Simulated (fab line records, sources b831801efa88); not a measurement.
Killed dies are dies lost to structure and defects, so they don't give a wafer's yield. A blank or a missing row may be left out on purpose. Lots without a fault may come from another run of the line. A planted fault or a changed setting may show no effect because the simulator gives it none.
Which tool did it? | flow gf180mcu | 23 lots, 69 wafers sampled, at 4 steps of a route of 602

WHAT THE GAUGES READ, wafer by wafer
GF_HV_LDD_CD_MEAS_19: target cd 400 nm. Usual: cd_nm 400.3 nm, standard deviation 2.2.
lot  | measured     | on        | cd_nm (nm)        | flag
L074 | day 10 13:43 | cd_sem-02 | 397.4 398.8 397.7 |
L075 | day 11 03:41 | cd_sem-02 | 400.2 402.0 400.4 |
L076 | day 11 08:35 | cd_sem-02 | 397.4 396.0 398.4 |
L077 | day 11 12:03 | cd_sem-01 | 402.8 402.9 404.0 |
L078 | day 11 19:08 | cd_sem-01 | 400.2 400.6 401.5 |
L079 | day 12 09:52 | cd_sem-02 | 403.2 402.2 403.5 |
L080 | day 12 12:57 | cd_sem-01 | 400.1 397.8 400.4 |
L081 | day 12 19:53 | cd_sem-01 | 398.7 397.5 396.7 |
L082 | day 13 04:24 | cd_sem-02 | 402.1 403.9 400.6 |
L083 | day 13 14:01 | cd_sem-01 | 400.4 401.6 400.3 |
L084 | day 13 22:07 | cd_sem-02 | 403.7 401.8 402.7 |
L085 | day 14 07:00 | cd_sem-01 | 399.2 400.4 399.1 |
L086 | day 14 09:36 | cd_sem-01 | 400.2 400.8 400.5 |
L087 | day 15 01:57 | cd_sem-01 | 402.1 401.9 402.8 |
L088 | day 15 11:13 | cd_sem-02 | 401.0 402.9 402.8 |
L089 | day 15 15:55 | cd_sem-01 | 403.7 403.8 402.6 |
L090 | day 15 22:53 | cd_sem-01 | 399.6 400.4 401.3 |
L091 | day 16 05:40 | cd_sem-01 | 401.3 399.4 401.8 |
L092 | day 16 19:42 | cd_sem-02 | 402.5 401.0 401.5 |
L093 | day 16 23:53 | cd_sem-01 | 399.4 400.2 399.4 |
L094 | day 17 09:59 | cd_sem-02 | 396.9 397.5 397.5 |
L095 | day 17 15:26 | cd_sem-01 | 401.6 400.0 402.5 |
L096 | day 17 16:47 | cd_sem-02 | 396.7 398.4 398.1 |

GF_HV_LDD_OVL_MEAS_47. Usual: HV_LDD_03_OVL 0.6 nm, standard deviation 1.9.
lot  | measured     | on         | HV_LDD_03_OVL (nm) | flag
L074 | day 12 03:15 | overlay-02 | -0.8 -1.0 -2.1     |
L075 | day 12 17:29 | overlay-02 | 1.5 3.0 3.7        |
L076 | day 13 00:01 | overlay-02 | -0.4 1.5 0.8       |
L077 | day 13 04:15 | overlay-01 | 0.3 0.7 0.0        |
L078 | day 13 10:28 | overlay-02 | -2.4 -0.3 -2.2     |
L079 | day 14 03:13 | overlay-01 | 1.0 0.4 2.6        |
L080 | day 14 05:35 | overlay-02 | -0.4 -0.4 -0.9     |
L081 | day 14 13:53 | overlay-02 | 1.4 1.6 1.4        |
L082 | day 14 22:50 | overlay-01 | 1.7 0.9 2.3        |
L083 | day 15 08:31 | overlay-02 | 0.3 0.5 3.2        |
L084 | day 15 17:43 | overlay-02 | -0.2 0.5 0.6       |
L085 | day 16 03:08 | overlay-02 | -0.6 1.2 -0.1      |
L086 | day 16 06:03 | overlay-02 | 2.1 1.6 2.5        |
L087 | day 16 23:19 | overlay-01 | 2.1 1.7 1.6        |
L088 | day 17 08:56 | overlay-01 | 0.5 2.0 1.1        |
L089 | day 17 13:30 | overlay-02 | 1.6 2.8 1.8        |
L090 | day 17 21:43 | overlay-02 | -2.6 -2.6 -0.5     |
L091 | day 18 05:01 | overlay-01 | 2.4 1.8 1.0        |
L092 | day 18 19:13 | overlay-01 | -0.7 0.5 -0.8      |
L093 | day 18 23:27 | overlay-02 | 0.7 0.6 0.9        |
L094 | day 19 10:41 | overlay-01 | 0.2 -0.1 -0.5      |
L095 | day 19 15:46 | overlay-01 | 3.1 4.4 4.0        |
L096 | day 19 17:37 | overlay-01 | 3.0 2.4 2.9        |

WHICH TOOL RAN EACH LOT (tool, then ch and the chambers of the sampled wafers, then the start)
lot  | GF_MVSD_STRIP_10                    | GF_VT_IMPLANT_STRIP_31
L074 | plasma_asher-03 ch 0,1, day 4 09:59 | plasma_asher-03 ch 0,1, day 6 18:43
L075 | plasma_asher-01 ch 0,1, day 4 20:01 | plasma_asher-03 ch 0,1, day 7 06:04
L076 | plasma_asher-01 ch 0,1, day 4 22:32 | plasma_asher-04 ch 0,1, day 7 09:49
L077 | plasma_asher-03 ch 0,1, day 5 02:44 | plasma_asher-02 ch 0,1, day 7 13:47
L078 | plasma_asher-04 ch 0,1, day 5 07:41 | plasma_asher-03 ch 0,1, day 7 19:25
L079 | plasma_asher-01 ch 0,1, day 5 15:59 | plasma_asher-03 ch 0,1, day 8 05:23
L080 | plasma_asher-03 ch 0,1, day 5 20:50 | plasma_asher-04 ch 0,1, day 8 10:53
L081 | plasma_asher-04 ch 0,1, day 6 01:23 | plasma_asher-04 ch 0,1, day 8 15:50
L082 | plasma_asher-03 ch 0,1, day 6 07:47 | plasma_asher-04 ch 1, day 8 22:26
L083 | plasma_asher-01 ch 0,1, day 6 15:55 | plasma_asher-03 ch 0,1, day 9 08:41
L084 | plasma_asher-03 ch 0,1, day 6 21:40 | plasma_asher-04 ch 0,1, day 9 15:01
L085 | plasma_asher-01 ch 0,1, day 7 03:14 | plasma_asher-03 ch 0,1, day 9 21:35
L086 | plasma_asher-01 ch 0,1, day 7 06:52 | plasma_asher-03 ch 0,1, day 10 01:14
L087 | plasma_asher-04 ch 0, day 7 20:04   | plasma_asher-04 ch 0,1, day 10 16:31
L088 | plasma_asher-04 ch 0,1, day 7 23:32 | plasma_asher-03 ch 0,1, day 10 21:26
L089 | plasma_asher-01 ch 0,1, day 8 03:58 | plasma_asher-04 ch 0,1, day 11 02:14
L090 | plasma_asher-03 ch 0,1, day 8 09:26 | plasma_asher-02 ch 0,1, day 11 08:56
L091 | plasma_asher-04 ch 0,1, day 8 14:37 | plasma_asher-04 ch 0,1, day 11 13:46
L092 | plasma_asher-04 ch 0,1, day 9 02:10 | plasma_asher-02 ch 0,1, day 12 02:50
L093 | plasma_asher-01 ch 0,1, day 9 02:17 | plasma_asher-02 ch 0,1, day 12 03:29
L094 | plasma_asher-04 ch 0,1, day 9 12:11 | plasma_asher-04 ch 0,1, day 12 14:31
L095 | plasma_asher-03 ch 0,1, day 9 14:58 | plasma_asher-03 ch 0,1, day 12 17:52
L096 | plasma_asher-03 ch 0,1, day 9 17:58 | plasma_asher-04 ch 0,1, day 12 20:52
- GF_MVSD_STRIP_10: strips in O2/N2.
- GF_VT_IMPLANT_STRIP_31: strips in O2/N2.

WHAT THE TOOLS THEMSELVES READ (means of the sampled wafers that have a number; where no wafer has one, the mark that the record gives instead)
GF_MVSD_STRIP_10. Usual: drypump_motor_current_A 5.7 A, standard deviation 0.62; heater_power_w 330 W, standard deviation 33; o2_flow_sccm 3000 sccm, standard deviation 9.4; oes_product_au 0.723 a.u., standard deviation 0.0047; platen_temp_c 250.00 C, standard deviation 0.17; strip_time_to_endpoint_s 36.97 s, standard deviation 0.1.
lot  | tool            | drypump_motor_current_A (A) | heater_power_w (W) | o2_flow_sccm (sccm) | oes_product_au (a.u.) | platen_temp_c (C) | strip_time_to_endpoint_s (s) | flag
L074 | plasma_asher-03 | 5.8                         | 321                | 2992                | 0.725                 | 250.07            | 36.94                        |
L075 | plasma_asher-01 | 5.5                         | 342                | 3001                | 0.724                 | 250.04            | 36.76                        |
L076 | plasma_asher-01 | 5.2                         | 356                | 3006                | 0.722                 | 249.99            | 37.00                        |
L077 | plasma_asher-03 | 5.9                         | 327                | 3002                | 0.731                 | 250.12            | 36.96                        |
L078 | plasma_asher-04 | 5.8                         | 335                | 3006                | 0.726                 | 249.95            | 36.92                        |
L079 | plasma_asher-01 | 5.5                         | 340                | 2991                | 0.722                 | 249.99            | 37.07                        |
L080 | plasma_asher-03 | 5.5                         | 305                | 3001                | 0.723                 | 249.97            | 37.09                        |
L081 | plasma_asher-04 | 5.8                         | 335                | 2998                | 0.720                 | 249.82            | 37.00                        |
L082 | plasma_asher-03 | 5.5                         | 308                | 2997                | 0.723                 | 250.08            | 37.01                        |
L083 | plasma_asher-01 | 5.5                         | 342                | 3004                | 0.725                 | 250.13            | 36.97                        |
L084 | plasma_asher-03 | 5.8                         | 326                | 3005                | 0.719                 | 249.97            | 37.04                        |
L085 | plasma_asher-01 | 5.2                         | 355                | 2994                | 0.725                 | 250.00            | 37.09                        |
L086 | plasma_asher-01 | 5.5                         | 340                | 2995                | 0.720                 | 250.08            | 37.00                        |
L087 | plasma_asher-04 | 6.7                         | 287                | 3000                | 0.720                 | 250.20            | 37.05                        |
L088 | plasma_asher-04 | 6.2                         | 313                | 2998                | 0.723                 | 250.08            | 36.87                        |
L089 | plasma_asher-01 | 5.5                         | 343                | 3000                | 0.725                 | 250.06            | 36.95                        |
L090 | plasma_asher-03 | 5.5                         | 306                | 3002                | 0.724                 | 249.86            | 37.04                        |
L091 | plasma_asher-04 | 5.8                         | 334                | 3002                | 0.720                 | 250.10            | 36.99                        |
L092 | plasma_asher-04 | 6.3                         | 316                | 3001                | 0.721                 | 249.83            | 36.99                        |
L093 | plasma_asher-01 | 5.5                         | 338                | 2997                | 0.726                 | 249.97            | 37.04                        |
L094 | plasma_asher-04 | 5.8                         | 337                | 3005                | 0.714                 | 250.03            | 37.00                        |
L095 | plasma_asher-03 | 5.8                         | 328                | 2994                | 0.722                 | 249.94            | 36.77                        |
L096 | plasma_asher-03 | 5.8                         | 328                | 3001                | 0.726                 | 249.94            | 36.92                        |

GF_VT_IMPLANT_STRIP_31. Usual: drypump_motor_current_A 5.9 A, standard deviation 0.57; heater_power_w 325 W, standard deviation 33; o2_flow_sccm 3001 sccm, standard deviation 8.4; oes_product_au 0.716 a.u., standard deviation 0.0052; platen_temp_c 250.03 C, standard deviation 0.18; strip_time_to_endpoint_s 12.741 s, standard deviation 0.029.
lot  | tool            | drypump_motor_current_A (A) | heater_power_w (W) | o2_flow_sccm (sccm) | oes_product_au (a.u.) | platen_temp_c (C) | strip_time_to_endpoint_s (s) | flag
L074 | plasma_asher-03 | 5.9                         | 331                | 3000                | 0.714                 | 250.09            | 12.702                       |
L075 | plasma_asher-03 | 5.8                         | 330                | 3004                | 0.713                 | 250.00            | 12.768                       |
L076 | plasma_asher-04 | 6.2                         | 313                | 2999                | 0.712                 | 250.02            | 12.804                       |
L077 | plasma_asher-02 | 6.0                         | 335                | 2999                | 0.713                 | 250.00            | 12.760                       |
L078 | plasma_asher-03 | 5.5                         | 308                | 2998                | 0.715                 | 249.91            | 12.695                       |
L079 | plasma_asher-03 | 5.9                         | 325                | 2998                | 0.717                 | 249.89            | 12.724                       |
L080 | plasma_asher-04 | 6.2                         | 315                | 2998                | 0.714                 | 249.98            | 12.745                       |
L081 | plasma_asher-04 | 6.3                         | 313                | 3007                | 0.714                 | 249.83            | 12.716                       |
L082 | plasma_asher-04 | 5.4                         | 359                | 3007                | 0.712                 | 250.12            | 12.764                       |
L083 | plasma_asher-03 | 5.8                         | 332                | 2993                | 0.716                 | 250.04            | 12.748                       |
L084 | plasma_asher-04 | 5.8                         | 338                | 3000                | 0.716                 | 249.85            | 12.735                       |
L085 | plasma_asher-03 | 5.8                         | 332                | 2993                | 0.721                 | 250.05            | 12.768                       |
L086 | plasma_asher-03 | 5.8                         | 329                | 3013                | 0.719                 | 250.23            | 12.751                       |
L087 | plasma_asher-04 | 6.2                         | 310                | 3002                | 0.712                 | 250.07            | 12.743                       |
L088 | plasma_asher-03 | 5.5                         | 310                | 3001                | 0.714                 | 249.94            | 12.729                       |
L089 | plasma_asher-04 | 5.8                         | 334                | 2997                | 0.713                 | 250.03            | 12.764                       |
L090 | plasma_asher-02 | 6.1                         | 347                | 3002                | 0.708                 | 249.95            | 12.726                       |
L091 | plasma_asher-04 | 6.3                         | 311                | 2999                | 0.712                 | 250.06            | 12.718                       |
L092 | plasma_asher-02 | 6.1                         | 344                | 3001                | 0.716                 | 249.91            | 12.738                       |
L093 | plasma_asher-02 | 6.0                         | 332                | 3001                | 0.718                 | 250.16            | 12.775                       |
L094 | plasma_asher-04 | 6.3                         | 309                | 3004                | 0.714                 | 250.14            | 12.749                       |
L095 | plasma_asher-03 | 5.5                         | 303                | 3000                | 0.718                 | 250.03            | 12.720                       |
L096 | plasma_asher-04 | 6.3                         | 310                | 3007                | 0.719                 | 250.17            | 12.728                       |

THE ANSWER, worked out from the rows above alone
Rule: a lot is off if the mean of its wafers that have a number lies more than 3 standard deviations from the usual mean. A lot without any number at a reading at which 4 lots or more have one is off too. The other lots that the step has rows for count as sound. The gauges are gone through in route order, then the tools' own readings, and for those a lot's mean is taken as printed above. The first step at which some lot is off is used, and at that step the reading that is off furthest; a lot without a number counts as furthest.
No lot is off at any reading shown: from this, nothing can be told.

WHAT THE SIMULATOR HAD PUT IN
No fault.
